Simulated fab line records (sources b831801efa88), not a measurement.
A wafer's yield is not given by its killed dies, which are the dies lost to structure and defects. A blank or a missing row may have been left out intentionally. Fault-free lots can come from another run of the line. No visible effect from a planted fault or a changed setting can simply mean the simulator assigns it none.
fab line records	flow sky130
record lots=6	wafers=18	last-day=50
route steps=708 shown METAL2@490 PAD_OPEN@708
lots untouched by any fault: they come from a run of this same line in which no faults occurred
start-h: the number of hours between the record's first day and the start of the first shown wafer of the lot	wait-h: how many hours have passed since the lot's step before this one	" the same as in the row above	L1.1+2: a single row standing in for several wafers	- no value, or no start given	* or withheld: withheld	< > ~ a bound
route shown NAME@n: a module of which the file shows steps, and the number in the route of the first	usual: mean/standard deviation of fault-free wafers	same: alike in all rows	chamber/n: place in a boat	sites: each site's reading	_std_site: how widely they spread, as a standard deviation	_edge_site: outer sites' mean less inner sites'	radius-mm: for every site, how far away it sits from the centre of the wafer	mask NAME#n: copy n	behind: the most recent tool/chamber to have shaped the wafer	hold: why the lot was held/for how many hours/how that ended	device: names the non-switching transistor (n, p or np)	end of line: the tests these same wafers got at the end of their route	where a step has no rows: the recipe by itself	killed: the dies lost at the first sort to structure and to defects; this is not the yield of the wafer	map: a wafer's dies, x killed, . not, _ none there
set.NAME: setting as actually run; set.NAME@STEP: the setting as run at that earlier step	model.NAME: the simulator's own value behind a step, which no gauge read
a table for each step, a row for each wafer; lots at some steps of the route
services: the hour from which a tool's chamber was out of use, counted from the record's first day as start-h (under 0 if before that day), plus the number of hours and why
## steps
# step SKY_METAL2_DEHYDRATE_07
# recipe temp-c=200	time-s=60
# step SKY_METAL2_HMDS_08
# recipe prime-time-s=60	prime-temp-c=120
# step SKY_METAL2_COAT_09
# recipe resist=BARC	temp-c=withheld	time-s=withheld	spin-rpm=3000	resist-thk-nm=60
# step SKY_METAL2_COAT_10
# recipe resist=KrF-thick	spin-rpm=3000	resist-thk-nm=450
# step SKY_METAL2_SOFTBAKE_11
# recipe temp-c=100	time-s=90	resist=KrF-thick
# step SKY_METAL2_EXPOSE_12
# recipe mask-id=MM2	na=0.8	source-shape=annular	sigma-inner=0.55	sigma-outer=0.85	target-cd-nm=140	dose-mj=28
# step SKY_METAL2_PEB_13
# recipe peb-temp-c=withheld	peb-time-s=withheld	resist=KrF-thick
# step SKY_METAL2_DEVELOP_14
# recipe develop-time-s=60	resist=KrF-thick	dev-temp-c=21
# step SKY_METAL2_CD_MEAS_15
# recipe target-cd-nm=140
# usual cd-nm=139.7/1.3
lot.wafer	tool	chamber	start-h	wait-h	cd-nm
L653.1	cd-sem-02	-	825.72	-	141.2
L653.5	"	-	"	"	141.4
L653.6	"	-	"	"	141.8
L659.2	cd-sem-02	-	873.54	-	140.2
L659.3	"	-	"	"	140.3
L659.6	"	-	"	"	141.0
L662.2	cd-sem-01	-	902.19	-	138.5
L662.4	"	-	"	"	139.5
L662.6	"	-	"	"	139.0
L667.1	cd-sem-01	-	935.69	-	138.8
L667.2	"	-	"	"	139.5
L667.3	"	-	"	"	140.2
L671.1	cd-sem-01	-	961.84	-	140.3
L671.5	"	-	"	"	139.7
L671.6	"	-	"	"	140.3
L673.2	cd-sem-02	-	973.36	-	140.0
L673.3	"	-	"	"	141.4
L673.5	"	-	"	"	140.6
# step SKY_METAL2_OVL_MEAS_16
# usual METAL2_OVL=4/5.8
lot.wafer	tool	chamber	start-h	wait-h	METAL2_OVL[nm]
L653.1	overlay-01	-	825.84	0.1	11
L653.5	"	-	"	"	15
L653.6	"	-	"	"	5
L659.2	overlay-01	-	873.65	0.1	10
L659.3	"	-	"	"	0
L659.6	"	-	"	"	13
L662.2	overlay-02	-	902.30	0.1	0
L662.4	"	-	"	"	2
L662.6	"	-	"	"	1
L667.1	overlay-02	-	935.81	0.1	4
L667.2	"	-	"	"	0
L667.3	"	-	"	"	2
L671.1	overlay-02	-	961.96	0.1	-1
L671.5	"	-	"	"	7
L671.6	"	-	"	"	1
L673.2	overlay-01	-	973.47	0.1	4
L673.3	"	-	"	"	4
L673.5	"	-	"	"	-2
# step SKY_METAL2_DESCUM_17
# recipe chemistry=O2	source-power-w=150	bias-power-w=0	pressure-mtorr=10	temp-c=40	time-s=8
# usual drypump-motor-current-A=5.50/0.23	oes-product-au=1.001/0.0088
# same time-s=8
lot.wafer	tool	chamber	start-h	wait-h	drypump-motor-current-A	oes-product-au	rf-hours-counter-h
L653.1	rie-metal-03	1	825.88	0.0	5.54	1.003	3
L653.5	"	1	"	"	5.54	0.991	-
L653.6	"	0	"	"	5.16	0.982	-
L659.2	rie-metal-04	1	873.69	0.0	5.42	0.998	-
L659.3	"	1	"	"	5.45	1.008	-
L659.6	"	1	"	"	5.45	1.008	-
L662.2	rie-metal-02	1	902.33	0.0	5.34	1.009	11
L662.4	"	1	"	"	5.35	1.008	-
L662.6	"	0	"	"	5.54	1.008	-
L667.1	rie-metal-04	0	935.84	0.0	6.01	1.002	2
L667.2	"	1	"	"	5.45	0.997	13
L667.3	"	1	"	"	5.44	1.010	-
L671.1	rie-metal-04	1	962.00	0.0	5.45	0.992	15
L671.5	"	0	"	"	5.99	0.995	-
L671.6	"	1	"	"	5.44	1.008	-
L673.2	rie-metal-04	0	973.50	0.0	5.97	1.009	4
L673.3	"	1	"	"	5.42	1.009	-
L673.5	"	0	"	"	5.97	1.002	-
# step SKY_METAL2_ETCH_18
# recipe chemistry=N2/H2	target=BARC	ion-energy-ev=200	bias-w=100	pressure-mtorr=30	n2-flow-sccm=100	h2-flow-sccm=200	icp-w=500	stop-on=SiO2	time-s=45.9	target-depth-a=600
# usual drypump-motor-current-A=5.51/0.23	oes-product-au=0.854/0.005	throttle-valve-pct=13.224/0.0084
# same time-s=45.9
lot.wafer	tool	chamber	start-h	wait-h	drypump-motor-current-A	oes-product-au	rf-hours-counter-h	throttle-valve-pct
L653.1	rie-metal-03	1	825.91	0.0	5.55	0.853	3	13.217
L653.5	"	1	"	"	5.53	0.856	-	13.219
L653.6	"	0	"	"	5.17	0.853	-	13.232
L659.2	rie-metal-04	1	873.76	0.1	5.45	0.855	-	13.205
L659.3	"	1	"	"	5.45	0.852	-	13.233
L659.6	"	1	"	"	5.45	0.851	-	13.207
L662.2	rie-metal-02	1	902.36	0.0	5.37	0.847	11	13.222
L662.4	"	1	"	"	5.37	0.858	-	13.225
L662.6	"	0	"	"	5.54	0.858	-	13.215
L667.1	rie-metal-04	0	935.87	0.0	5.99	0.855	2	13.225
L667.2	"	1	"	"	5.49	0.860	13	13.230
L667.3	"	1	"	"	5.48	0.854	-	13.205
L671.1	rie-metal-04	1	962.03	0.0	5.44	0.856	15	13.217
L671.5	"	0	"	"	5.96	0.856	-	13.227
L671.6	"	1	"	"	5.45	0.852	-	13.225
L673.2	rie-metal-04	0	973.53	0.0	5.99	0.846	4	13.235
L673.3	"	1	"	"	5.46	0.851	-	13.226
L673.5	"	0	"	"	6.00	0.845	-	13.221
# step SKY_METAL2_METAL_ETCH_19
# recipe target-depth-a=3600	stop-on=SiO2	over-etch-frac=0.3	time-s=78	chemistry=Cl2/BCl3	resist-sidewall-deg=88	pressure-mtorr=10	icp-w=900	bias-w=48.5	Cl2_flow_sccm=60	bcl3-flow-sccm=30
# usual drypump-motor-current-A=5.50/0.23	mfc-cl2-sccm=60.02/0.2	oes-product-au=0.854/0.012	over-etch-frac=0.3/0	throttle-valve-pct=22.264/0.0099
# same time-s=78
lot.wafer	tool	chamber	start-h	wait-h	drypump-motor-current-A	mfc-cl2-sccm	oes-product-au	over-etch-frac	rf-hours-counter-h	throttle-valve-pct	model.KrF-thick_of_METAL2_COAT_10.thk-nm	model.METAL2.cd-nm	model.SiO2_of_VIA1_HDPCVD_00.thk-nm
L653.1	rie-metal-03	1	825.97	0.0	5.55	59.98	0.862	0.3	3	22.273	158.9	139.6	331.9
L653.5	"	1	"	"	5.55	60.05	0.863	0.3	-	22.283	158.2	140.8	331
L653.6	"	0	"	"	5.17	60.20	0.873	0.3	-	22.266	168.6	141	331.8
L659.2	rie-metal-04	1	873.90	0.1	5.46	60.21	0.873	0.3	-	22.268	161	141	330.4
L659.3	"	1	"	"	5.44	60.25	0.864	0.3	-	22.261	159.2	143.1	330.2
L659.6	"	1	"	"	5.44	59.97	0.863	0.3	-	22.270	162.1	143	330.1
L662.2	rie-metal-02	1	902.42	0.0	5.35	60.32	0.855	0.3	11	22.270	159.4	138.4	330.4
L662.4	"	1	"	"	5.36	60.06	0.874	0.3	-	22.246	159.1	138.8	331.2
L662.6	"	0	"	"	5.55	60.00	0.856	0.3	-	22.277	160.5	138.1	330.8
L667.1	rie-metal-04	0	935.94	0.0	5.96	60.02	0.842	0.3	2	22.258	160.5	136.7	331.2
L667.2	"	1	"	"	5.47	60.44	0.842	0.3	13	22.268	160.4	141.6	331.3
L667.3	"	1	"	"	5.44	59.80	0.839	0.3	-	22.260	157.5	141.4	331.1
L671.1	rie-metal-04	1	962.10	0.0	5.44	60.31	0.752	0.63525	15	22.259	98.91	133.8	328.1
L671.5	"	0	"	"	5.98	59.90	0.851	0.3	-	22.275	158.6	140.2	332.8
L671.6	"	1	"	"	5.46	59.87	0.758	0.63525	-	22.260	95.35	133.4	328.7
L673.2	rie-metal-04	0	973.60	0.0	6.00	59.84	0.865	0.3	4	22.257	158.4	140.1	331
L673.3	"	1	"	"	5.46	60.08	0.738	0.63525	-	22.267	97.33	135.1	327.4
L673.5	"	0	"	"	5.99	60.15	0.838	0.3	-	22.274	156	141.4	331
# step SKY_METAL2_STRIP_20
# recipe chemistry=O2/N2	power-w=1400	pressure-mtorr=1500	platen-temp-c=withheld	o2-flow-sccm=3000	n2-flow-sccm=300	overash-fraction=0.5
# usual drypump-motor-current-A=5.8/0.49	oes-product-au=0.344/0.0045	strip-time-to-endpoint-s=2.70/0.035
lot.wafer	tool	chamber	start-h	wait-h	drypump-motor-current-A	oes-product-au	rf-hours-counter-h	strip-time-to-endpoint-s
L653.1	plasma-asher-04	1	826.06	0.1	5.4	0.349	106	2.71
L653.5	"	0	"	"	5.0	0.343	-	2.70
L653.6	"	1	"	"	5.4	0.347	-	2.80
L659.2	plasma-asher-03	1	874.05	0.1	6.5	0.341	14	2.71
L659.3	"	0	"	"	6.1	0.342	-	2.70
L659.6	"	0	"	"	6.1	0.343	-	2.73
L662.2	plasma-asher-04	1	902.51	0.1	5.4	0.344	114	2.70
L662.4	"	1	"	"	5.4	0.338	-	2.70
L662.6	"	0	"	"	5.0	0.349	-	2.73
L667.1	plasma-asher-01	0	936.03	0.1	5.8	0.348	79	2.70
L667.2	"	1	"	"	5.9	0.348	79	2.71
L667.3	"	1	"	"	5.9	0.350	-	2.68
L671.1	plasma-asher-04	1	962.19	0.1	5.4	0.311	120	2.04
L671.5	"	0	"	"	5.0	0.345	-	2.68
L671.6	"	1	"	"	5.5	0.312	-	1.99
L673.2	plasma-asher-04	1	973.69	0.1	5.5	0.345	121	2.69
L673.3	"	1	"	"	5.4	0.315	-	2.03
L673.5	"	1	"	"	5.5	0.344	-	2.67
# step SKY_METAL2_STRIP_21
# recipe chemistry=post-etch-residue-remover	time-s=1200	temp-c=72.5
# step SKY_PAD_OPEN_PROBE_99
# usual defect-limited-yield=82.6/2.1	killed_at_M0_to_M3=43/7.3	killed_at_M4_up=3.1/1.8	killed-at-contacts=24/5.4	killed-at-front-end=15/4.1	killed-at-other=0.2/0.52	killed-dies=86/10	killed-open=47/7.3	killed-short=39/6.4	sort_bin_3_pad_short=0.8/0.37	sort_bin_5_function=10.1/1.4	sort_bin_6_memory=6.4/1.2	sort-n-pass=406/10	sort-yield-pct=82.6/2.1
# same gross-dies=492	killed-at-back-side=0	sort_bin_4_leakage[%]=0	sort_bin_8_speed[%]=0
lot.wafer	tool	chamber	start-h	wait-h	defect-limited-yield[%]	killed_at_M0_to_M3	killed_at_M4_up	killed-at-contacts	killed-at-front-end	killed-at-other	killed-dies	killed-open	killed-short	sort_bin_3_pad_short[%]	sort_bin_5_function[%]	sort_bin_6_memory[%]	sort-n-pass	sort-yield-pct[%]	model.etest.met2.width-nm	model.etest.met2.line-ohm-um
L653.1	prober-02	-	1077.77	0.1	83.5	38	5	20	18	0	81	46	35	1.4	10.2	4.9	411	83.5	136	1.016
L653.5	prober-02	-	1077.97	0.2	82.9	40	6	26	12	0	84	37	47	0.6	10.6	5.9	408	82.9	137.7	0.9971
L653.6	prober-02	-	1078.02	0.2	81.9	44	2	28	15	0	89	53	36	0.8	9.8	7.5	403	81.9	139.3	0.9736
L659.2	prober-02	-	1117.11	0.1	78.7	49	4	33	18	1	105	62	43	0.2	11.8	9.3	387	78.7	138.6	0.987
L659.3	prober-02	-	1117.16	0.2	81.5	48	3	23	17	0	91	51	40	1.0	11.4	6.1	401	81.5	141	0.9606
L659.6	prober-02	-	1117.31	0.2	81.7	43	2	33	12	0	90	52	38	1.2	10.2	6.9	402	81.7	141.8	0.9522
L662.2	prober-01	-	1137.35	0.1	79.9	55	4	23	17	0	99	58	41	1.0	11.2	7.9	393	79.9	138.4	0.9746
L662.4	prober-01	-	1137.45	0.2	82.5	39	8	24	15	0	86	45	41	1.0	11.2	5.3	406	82.5	136.4	0.9846
L662.6	prober-01	-	1137.55	0.2	83.9	37	3	24	15	0	79	44	35	0.2	9.3	6.5	413	83.9	139.1	0.9699
L667.1	prober-02	-	1165.55	0.1	83.5	45	1	24	11	0	81	44	37	0.6	10.6	5.3	411	83.5	135.1	0.9794
L667.2	prober-02	-	1165.60	0.1	85.0	43	4	15	12	0	74	39	35	1.0	8.5	5.5	418	85.0	138.9	0.9505
L667.3	prober-02	-	1165.65	0.2	82.3	49	4	24	9	1	87	55	32	1.0	9.3	7.3	405	82.3	140.2	0.937
L671.1	prober-02	-	1184.02	0.1	86.2	30	3	22	13	0	68	39	29	0.6	8.1	5.1	424	86.2	132.9	1.004
L671.5	prober-02	-	1184.22	0.2	80.7	46	7	28	13	1	95	55	40	0.8	10.6	7.9	397	80.7	139.9	0.94
L671.6	prober-02	-	1184.27	0.2	80.9	52	6	22	14	0	94	46	48	1.6	10.0	7.5	398	80.9	135.9	0.9807
L673.2	prober-02	-	1190.68	0.1	82.5	34	7	24	21	0	86	53	33	0.4	10.4	6.7	406	82.5	136.9	0.9791
L673.3	prober-02	-	1190.73	0.2	79.9	51	7	27	14	0	99	51	48	0.6	11.0	8.5	393	79.9	136.1	0.9746
L673.5	prober-02	-	1190.83	0.2	79.9	39	7	32	21	0	99	46	53	1.4	12.8	5.9	393	79.9	143.2	0.918
# killed by level:class
L653.1 CONTACT:geometric-particle:short=7 VIA3:geometric-particle:open=7 VIA1:geometric-particle:open=7 POLY_GATE:geometric-particle:open=6 CONTACT:geometric-particle:open=6 METAL1:geometric-particle:short=5 VIA2:geometric-particle:open=5 FIELD_ISO:geometric-particle:open=4
L653.5 CONTACT:geometric-particle:short=8 VIA1:geometric-particle:open=8 CONTACT:geometric-particle:open=7 METAL2:geometric-particle:short=6 METAL4:geometric-particle:short=6 LI_CONTACT:geometric-particle:short=5 METAL1:geometric-particle:short=5 VIA2:geometric-particle:open=5
L653.6 CONTACT:geometric-particle:open=11 VIA2:geometric-particle:open=9 METAL1:geometric-particle:short=9 LI_CONTACT:geometric-particle:open=8 VIA3:geometric-particle:open=7 VIA1:geometric-particle:open=6 LOCAL_INTERCONNECT:geometric-particle:short=5 VIA3:geometric-particle:short=5
L659.2 CONTACT:geometric-particle:open=13 VIA1:geometric-particle:open=11 LI_CONTACT:geometric-particle:open=11 METAL3:geometric-particle:short=8 FIELD_ISO:geometric-particle:open=7 VIA1:geometric-particle:short=7 VIA3:geometric-particle:open=6 VIA2:geometric-particle:open=5
L659.3 VIA1:geometric-particle:open=13 CONTACT:geometric-particle:open=10 VIA3:geometric-particle:open=8 CONTACT:geometric-particle:short=7 FIELD_ISO:geometric-particle:open=6 VIA1:geometric-particle:short=5 METAL2:geometric-particle:short=5 POLY_GATE:geometric-particle:short=4
L659.6 CONTACT:geometric-particle:open=15 VIA1:geometric-particle:open=8 FIELD_ISO:geometric-particle:open=6 VIA3:geometric-particle:short=6 LI_CONTACT:geometric-particle:open=6 VIA3:geometric-particle:open=6 CONTACT:geometric-particle:short=6 METAL1:geometric-particle:short=5
L662.2 VIA1:geometric-particle:open=11 CONTACT:geometric-particle:open=8 VIA3:geometric-particle:open=8 METAL2:geometric-particle:short=7 VIA2:geometric-particle:open=7 POLY_GATE:geometric-particle:open=6 LI_CONTACT:geometric-particle:open=6 FIELD_ISO:geometric-particle:open=4
L662.4 VIA1:geometric-particle:open=11 CONTACT:geometric-particle:open=9 METAL4:geometric-particle:short=7 CONTACT:geometric-particle:short=7 FIELD_ISO:geometric-particle:open=6 LI_CONTACT:geometric-particle:open=6 METAL2:geometric-particle:short=6 VIA1:geometric-particle:short=5
L662.6 VIA1:geometric-particle:open=10 CONTACT:geometric-particle:open=7 LI_CONTACT:geometric-particle:open=6 METAL1:geometric-particle:short=5 VIA3:geometric-particle:open=5 FIELD_ISO:geometric-particle:open=4 CONTACT:geometric-particle:short=4 VIA1:geometric-particle:short=4
L667.1 VIA1:geometric-particle:open=13 CONTACT:geometric-particle:open=7 METAL1:geometric-particle:short=7 VIA3:geometric-particle:open=7 LI_CONTACT:geometric-particle:open=6 CONTACT:geometric-particle:short=5 METAL2:geometric-particle:short=5 POLY_GATE:geometric-particle:short=4
L667.2 METAL2:geometric-particle:short=10 CONTACT:geometric-particle:open=8 VIA1:geometric-particle:short=7 VIA2:geometric-particle:open=6 VIA1:geometric-particle:open=6 VIA3:geometric-particle:open=5 LI_CONTACT:geometric-particle:open=5 METAL4:geometric-particle:short=4
L667.3 CONTACT:geometric-particle:open=12 VIA1:geometric-particle:open=10 METAL2:geometric-particle:short=10 LI_CONTACT:geometric-particle:open=8 VIA1:geometric-particle:short=7 VIA2:geometric-particle:open=6 VIA3:geometric-particle:open=4 FIELD_ISO:geometric-particle:open=3
L671.1 CONTACT:geometric-particle:open=11 VIA1:geometric-particle:open=7 FIELD_ISO:geometric-particle:open=5 CONTACT:geometric-particle:short=5 METAL2:geometric-particle:short=5 METAL1:geometric-particle:short=5 VIA3:geometric-particle:open=5 POLY_GATE:geometric-particle:open=3
L671.5 LI_CONTACT:geometric-particle:open=14 METAL1:geometric-particle:short=10 CONTACT:geometric-particle:open=9 VIA1:geometric-particle:open=9 VIA2:geometric-particle:open=9 VIA1:geometric-particle:short=7 FIELD_ISO:geometric-particle:open=6 METAL4:geometric-particle:short=5
L671.6 VIA3:geometric-particle:open=10 CONTACT:geometric-particle:open=8 VIA1:geometric-particle:open=8 METAL1:geometric-particle:short=6 METAL3:geometric-particle:short=6 LI_CONTACT:geometric-particle:open=5 METAL2:geometric-particle:short=5 VIA2:geometric-particle:short=5
L673.2 VIA1:geometric-particle:open=12 LI_CONTACT:geometric-particle:open=11 VIA3:geometric-particle:open=7 FIELD_ISO:geometric-particle:open=6 CONTACT:geometric-particle:open=6 METAL1:geometric-particle:short=6 FIELD_ISO:geometric-particle:short=3 METAL4:geometric-particle:short=3
L673.3 VIA1:geometric-particle:open=16 CONTACT:geometric-particle:open=10 METAL1:geometric-particle:short=8 POLY_GATE:geometric-particle:short=6 LI_CONTACT:geometric-particle:open=6 VIA3:geometric-particle:open=6 VIA1:geometric-particle:short=6 POLY_GATE:geometric-particle:open=5
L673.5 CONTACT:geometric-particle:open=13 CONTACT:geometric-particle:short=8 VIA1:geometric-particle:open=7 METAL4:geometric-particle:short=6 LOCAL_INTERCONNECT:geometric-particle:short=6 VIA3:geometric-particle:open=6 METAL2:geometric-particle:short=5 VIA1:geometric-particle:short=5
## services
tool	chamber	start-h	hours	kind
rie-metal-04	-	813.51	3.2	repair
rie-metal-04	-	818.18	2.8	pm
plasma-asher-01	-	846.90	1.4	repair
rie-metal-03	-	850.14	0.3	repair
rie-metal-02	0	861.64	10.3	repair
rie-metal-03	0	865.35	8.2	repair
plasma-asher-01	-	869.16	1.3	repair
rie-metal-04	0	873.48	1.0	repair
rie-metal-04	0	874.49	-	clean
rie-metal-04	0	874.49	17.2	scheduled-down
rie-metal-04	0	874.49	17.2	vent-cycle
rie-metal-03	0	875.09	6.8	repair
plasma-asher-04	-	899.95	1.8	repair
plasma-asher-04	-	912.58	1.0	repair
plasma-asher-03	-	917.22	0.3	repair
plasma-asher-03	-	937.52	2.8	pm
plasma-asher-04	-	957.66	1.4	repair
plasma-asher-01	-	957.83	2.3	repair
## key
first-sign step=SKY_METAL2_METAL_ETCH_19	reading=over-etch-frac	direction=up	sigmas=99+	usual=0.3	struck=0.63525
effect step=SKY_METAL2_METAL_ETCH_19	reading=oes-product-au	direction=down	sigmas=9	usual=0.854	struck=0.749
effect step=SKY_METAL2_STRIP_20	reading=strip-time-to-endpoint-s	direction=down	sigmas=20	usual=*	struck=*
model-effect step=SKY_METAL2_METAL_ETCH_19	value=KrF-thick_of_METAL2_COAT_10.thk-nm	without=157.7	struck=97.19
model-effect step=SKY_PAD_OPEN_PROBE_99	value=etest.met2.width-nm	without=142	struck=135
met-at SKY_METAL2_METAL_ETCH_19
struck-wafers L671.1,L671.6,L673.3
onset-between 935.94 962.10
fault kind=process-parameter-drift	tool=rie-metal-04	chamber=1	onset-h=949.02	steps=SKY_METAL2_METAL_ETCH_19	channel=over-etch-frac	offset=0.33525	shape=step	end-h=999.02	acts-in=these-recipes-only	stated=0.3
